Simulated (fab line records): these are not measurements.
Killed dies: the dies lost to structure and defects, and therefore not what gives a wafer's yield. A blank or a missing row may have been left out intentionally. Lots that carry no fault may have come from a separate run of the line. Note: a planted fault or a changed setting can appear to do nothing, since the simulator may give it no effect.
Which tool did it?	flow gf180mcu	13 lots with 39 wafers sampled at 3 steps, on a route of 602 steps

## WHAT THE GAUGES SHOWED, per wafer
GF_V5_RS_MEAS_24: uses a four-point probe to measure. Usual: V5_W_RS gives 0.325 ohm/sq (standard deviation 0.0053).
lot	measured	on	V5_W_RS (ohm/sq)	flag
L961	day 27 06:56	film_metro-04	0.333 0.323 0.322	
L962	day 27 12:19	film_metro-03	0.312 0.327 0.315	
L963	day 28 00:27	film_metro-03	0.323 0.327 0.331	
L965	day 28 13:35	film_metro-04	0.325 0.333 0.325	
L966	day 28 21:05	film_metro-02	0.325 0.332 0.319	
L967	day 29 04:44	film_metro-04	0.324 0.328 0.318	
L968	day 29 15:13	film_metro-02	0.334 0.330 0.319	
L969	day 29 20:47	film_metro-03	0.325 0.330 0.323	
L970	day 30 01:01	film_metro-04	0.321 0.327 0.321	
L973	day 31 01:10	film_metro-03	0.326 0.318 0.325	
L974	day 31 05:40	film_metro-03	0.321 0.323 0.321	
L982	day 33 08:37	film_metro-03	0.326 0.330 0.332	
L984	day 33 14:18	film_metro-04	0.324 0.330 0.322	

## TOOL THAT RAN EACH LOT (tool first, then ch and the chambers of the sampled wafers, then the start)
lot	GF_V4_CVD_02	GF_V4_STRIP_18
L961	pecvd-04 ch 0,1, day 23 13:12	plasma_asher-02 ch 0,1, day 24 11:23
L962	pecvd-01 ch 0,1, day 23 20:23	plasma_asher-02 ch 0,1, day 24 18:56
L963	pecvd-03 ch 0,1,2, day 24 08:52	plasma_asher-02 ch 0,1, day 25 06:59
L965	pecvd-03 ch 0,2, day 24 22:36	plasma_asher-04 ch 0,1, day 25 21:05
L966	pecvd-01 ch 0,1,2, day 25 07:05	plasma_asher-03 ch 0,1, day 26 04:43
L967	pecvd-01 ch 0,1,2, day 25 16:41	plasma_asher-02 ch 1, day 26 13:56
L968	pecvd-01 ch 0,2, day 26 03:55	plasma_asher-03 ch 0,1, day 27 00:37
L969	pecvd-01 ch 1,2, day 26 09:20	plasma_asher-03 ch 0,1, day 27 06:11
L970	pecvd-01 ch 1,2, day 26 14:53	plasma_asher-02 ch 0,1, day 27 11:02
L973	pecvd-04 ch 1,2, day 27 15:04	plasma_asher-02 ch 0,1, day 28 11:47
L974	pecvd-03 ch 0,1,2, day 27 21:08	plasma_asher-04 ch 0,1, day 28 17:05
L982	pecvd-04 ch 1,2, day 30 05:54	plasma_asher-03 ch 0,1, day 31 00:54
L984	pecvd-04 ch 0,1,2, day 30 13:01	plasma_asher-02 ch 0,1, day 31 07:53
- GF_V4_CVD_02: deposits SiO2 from TEOS, target thk 850 nm, time 94.851 s.
- GF_V4_STRIP_18: strips in O2/N2.

## WHAT THE TOOLS THEMSELVES READ (means of the sampled wafers that have a number; where no wafer has one, the mark that the record gives instead)
GF_V4_CVD_02. Usual: heater_power_w reads 657 W (standard deviation 79).
lot	tool	heater_power_w (W)	flag
L961	pecvd-04	655	
L962	pecvd-01	693	
L963	pecvd-03	654	
L965	pecvd-03	635	
L966	pecvd-01	689	
L967	pecvd-01	652	
L968	pecvd-01	708	
L969	pecvd-01	659	
L970	pecvd-01	605	
L973	pecvd-04	586	
L974	pecvd-03	634	
L982	pecvd-04	610	
L984	pecvd-04	618	

GF_V4_STRIP_18. Usual: drypump_motor_current_A 5.9 A, standard deviation 0.38; heater_power_w 317 W, standard deviation 13; oes_product_au 0.593 a.u., standard deviation 0.0054; platen_temp_c 249.96 C, standard deviation 0.18.
lot	tool	drypump_motor_current_A (A)	heater_power_w (W)	oes_product_au (a.u.)	platen_temp_c (C)	flag
L961	plasma_asher-02	6.0	320	0.592	250.01	
L962	plasma_asher-02	5.9	311	0.591	249.99	
L963	plasma_asher-02	5.8	311	0.600	249.92	
L965	plasma_asher-04	6.2	320	0.588	250.03	
L966	plasma_asher-03	5.4	306	0.596	250.11	
L967	plasma_asher-02	6.2	327	0.588	250.00	
L968	plasma_asher-03	5.4	308	0.586	250.07	
L969	plasma_asher-03	5.6	315	0.585	249.94	
L970	plasma_asher-02	6.0	322	0.593	249.87	
L973	plasma_asher-02	6.0	324	0.597	249.90	
L974	plasma_asher-04	6.3	324	0.595	249.77	
L982	plasma_asher-03	5.6	312	0.597	250.08	
L984	plasma_asher-02	5.9	315	0.598	249.68	

## THE ANSWER, worked out from the rows above alone
Rule: a lot counts as off when the mean over its wafers that have a number is more than 3 standard deviations away from the usual mean. Also off: a lot with no number at a reading for which 4 or more lots have one. Any other lot the step has rows for is counted as sound. Order of review: gauges by route order, followed by the tools' own readings, for which a lot's mean as printed above is used. At the first step where some lot is off, the reading lying furthest off is the one used; lots without a number count as furthest.
None of the lots is off at any reading shown; this tells nothing.

## WHAT HAD BEEN PUT IN BY THE SIMULATOR
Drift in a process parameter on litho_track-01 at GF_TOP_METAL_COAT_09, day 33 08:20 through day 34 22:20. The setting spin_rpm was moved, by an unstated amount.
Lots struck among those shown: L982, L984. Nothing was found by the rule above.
